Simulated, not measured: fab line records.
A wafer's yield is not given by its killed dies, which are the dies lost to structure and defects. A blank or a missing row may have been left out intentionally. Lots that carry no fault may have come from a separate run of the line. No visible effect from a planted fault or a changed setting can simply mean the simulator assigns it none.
Which of the tools did it? | flow gf180mcu | 39 wafers from 13 lots sampled at 3 of the route's 602 steps

## WHAT EACH GAUGE READ, for each wafer
GF_V4_RS_MEAS_24: a four-point-probe measurement. Usual: for V4_W_RS the level is 0.327 ohm/sq and the standard deviation is 0.0031.
lot  | measured     | on            | V4_W_RS (ohm/sq)                    | flag
L656 | day 24 23:04 | film-metro-01 | 0.331 0.329 0.328                   |
L657 | day 25 06:15 | film-metro-04 | 0.325 0.330 0.332                   |
L658 | day 25 14:07 | film-metro-01 | 0.316 0.318 0.320                   |
L659 | day 25 19:41 | film-metro-02 | 0.323 0.325 0.319                   |
L660 | day 26 07:22 | film-metro-04 | 0.328 0.324 0.323                   |
L661 | day 26 14:10 | film-metro-02 | 0.332 0.331 0.331                   |
L662 | day 27 02:38 | film-metro-02 | 0.331 0.335 0.331                   |
L664 | day 27 07:03 | film-metro-02 | 0.329 0.321 0.326                   |
L665 | day 27 22:29 | film-metro-01 | 0.325 0.326 0.325                   |
L668 | day 28 20:36 | film-metro-02 | 0.329 0.329 0.328                   |
L669 | day 29 04:34 | film-metro-04 | 0.222 0.218 0.221 0.222 0.217 0.221 | OFF
L670 | day 29 08:55 | film-metro-04 | 0.223 0.222 0.221 0.224 0.222 0.221 | OFF
L674 | day 30 14:51 | film-metro-02 | 0.327 0.327 0.330                   |

## WHICH TOOL RAN EACH LOT (tool, then ch and the chambers of the sampled wafers, then the start)
lot  | GF_M4_STRIP_17                       | GF_V4_CVD_23
L656 | plasma-asher-01 ch 0, day 23 22:53   | cvd-w-01 ch 1, day 24 22:58
L657 | plasma-asher-01 ch 0, day 24 05:55   | cvd-w-01 ch 0,1, day 25 06:07
L658 | plasma-asher-04 ch 0,1, day 24 14:25 | cvd-w-01 ch 0, day 25 13:58
L659 | plasma-asher-01 ch 0,1, day 24 20:46 | cvd-w-01 ch 0,1, day 25 19:34
L660 | plasma-asher-02 ch 0,1, day 25 07:37 | cvd-w-01 ch 0,1, day 26 07:16
L661 | plasma-asher-01 ch 0,1, day 25 15:21 | cvd-w-02 ch 0,1, day 26 14:04
L662 | plasma-asher-04 ch 0,1, day 26 04:20 | cvd-w-02 ch 0,1, day 27 02:31
L664 | plasma-asher-04 ch 0,1, day 26 07:55 | cvd-w-02 ch 0, day 27 06:55
L665 | plasma-asher-04 ch 0,1, day 26 23:52 | cvd-w-02 ch 0,1, day 27 22:23
L668 | plasma-asher-04 ch 0,1, day 27 22:25 | cvd-w-01 ch 0,1, day 28 20:28
L669 | plasma-asher-01 ch 0,1, day 28 06:09 | cvd-w-01 ch 0,1, day 29 04:28
L670 | plasma-asher-04 ch 0,1, day 28 11:11 | cvd-w-01 ch 0,1, day 29 08:48
L674 | plasma-asher-02 ch 0,1, day 29 18:21 | cvd-w-02 ch 0,1, day 30 14:43
- GF_M4_STRIP_17: strips in O2/N2.
- GF_V4_CVD_23: deposits W, target thk 350 nm, time 104.9 s.

## WHAT THE TOOLS THEMSELVES READ (means of the sampled wafers that have a number; where no wafer has one, the mark that the record gives instead)
GF_M4_STRIP_17. Usual: drypump-motor-current-A 5.8 A, standard deviation 0.47; heater-power-w 304 W, standard deviation 18; oes-product-au 0.558 a.u., standard deviation 0.0052; strip-time-to-endpoint-s 7.89 s, standard deviation 0.058.
lot  | tool            | drypump-motor-current-A (A) | heater-power-w (W) | oes-product-au (a.u.) | strip-time-to-endpoint-s (s) | flag
L656 | plasma-asher-01 | 6.2                         | 280                | 0.559                 | 7.95                         |
L657 | plasma-asher-01 | 6.2                         | 284                | 0.556                 | 7.89                         |
L658 | plasma-asher-04 | 5.4                         | 324                | 0.564                 | 7.99                         |
L659 | plasma-asher-01 | 6.1                         | 288                | 0.556                 | 7.97                         |
L660 | plasma-asher-02 | 5.8                         | 308                | 0.564                 | 7.94                         |
L661 | plasma-asher-01 | 6.1                         | 292                | 0.565                 | 7.94                         |
L662 | plasma-asher-04 | 5.3                         | 314                | 0.560                 | 7.92                         |
L664 | plasma-asher-04 | 5.4                         | 319                | 0.557                 | 7.88                         |
L665 | plasma-asher-04 | 5.3                         | 315                | 0.557                 | 7.87                         |
L668 | plasma-asher-04 | 5.5                         | 325                | 0.559                 | 7.92                         |
L669 | plasma-asher-01 | 6.1                         | 291                | 0.556                 | 7.86                         |
L670 | plasma-asher-04 | 5.4                         | 326                | 0.551                 | 7.84                         |
L674 | plasma-asher-02 | 6.1                         | 296                | 0.552                 | 7.83                         |

GF_V4_CVD_23. Usual: heater-power-outer-w 505 W, standard deviation 74; heater-power-w 834 W, standard deviation 110.
lot  | tool     | heater-power-outer-w (W) | heater-power-w (W) | flag
L656 | cvd-w-01 | 454                      | 763                |
L657 | cvd-w-01 | 465                      | 778                |
L658 | cvd-w-01 | 499                      | 778                |
L659 | cvd-w-01 | 482                      | 777                |
L660 | cvd-w-01 | 468                      | 772                |
L661 | cvd-w-02 | 565                      | 937                |
L662 | cvd-w-02 | 502                      | 829                |
L664 | cvd-w-02 | 625                      | 1002               |
L665 | cvd-w-02 | 558                      | 931                |
L668 | cvd-w-01 | 471                      | 777                |
L669 | cvd-w-01 | 462                      | 792                |
L670 | cvd-w-01 | 471                      | 783                |
L674 | cvd-w-02 | 498                      | 845                |

## THE ANSWER, worked out from the rows above alone
Rule: take the mean of a lot's wafers that have a number; if it is more than 3 standard deviations from the usual mean, the lot is off. Also off: a lot with no number at a reading for which 4 or more lots have one. All remaining lots with rows at the step are treated as sound. First the gauges in route order, then the tools' own readings, where a lot's mean is used as printed above. The first step at which some lot is off is used, and at that step the reading that is off furthest; a lot without a number counts as furthest.
Off: at GF_V4_RS_MEAS_24 (V4_W_RS), L669, L670.
If a tool, at a process step before that reading, ran all the lots that are off and no sound lot after the first of them, it fits. Those tools and the gauges at GF_V4_RS_MEAS_24 are tried in the same way. Can't be told from this: 2 tools fit, cvd-w-01 at GF_V4_CVD_23, film-metro-04 at GF_V4_RS_MEAS_24.

## WHAT THE SIMULATOR PUT IN
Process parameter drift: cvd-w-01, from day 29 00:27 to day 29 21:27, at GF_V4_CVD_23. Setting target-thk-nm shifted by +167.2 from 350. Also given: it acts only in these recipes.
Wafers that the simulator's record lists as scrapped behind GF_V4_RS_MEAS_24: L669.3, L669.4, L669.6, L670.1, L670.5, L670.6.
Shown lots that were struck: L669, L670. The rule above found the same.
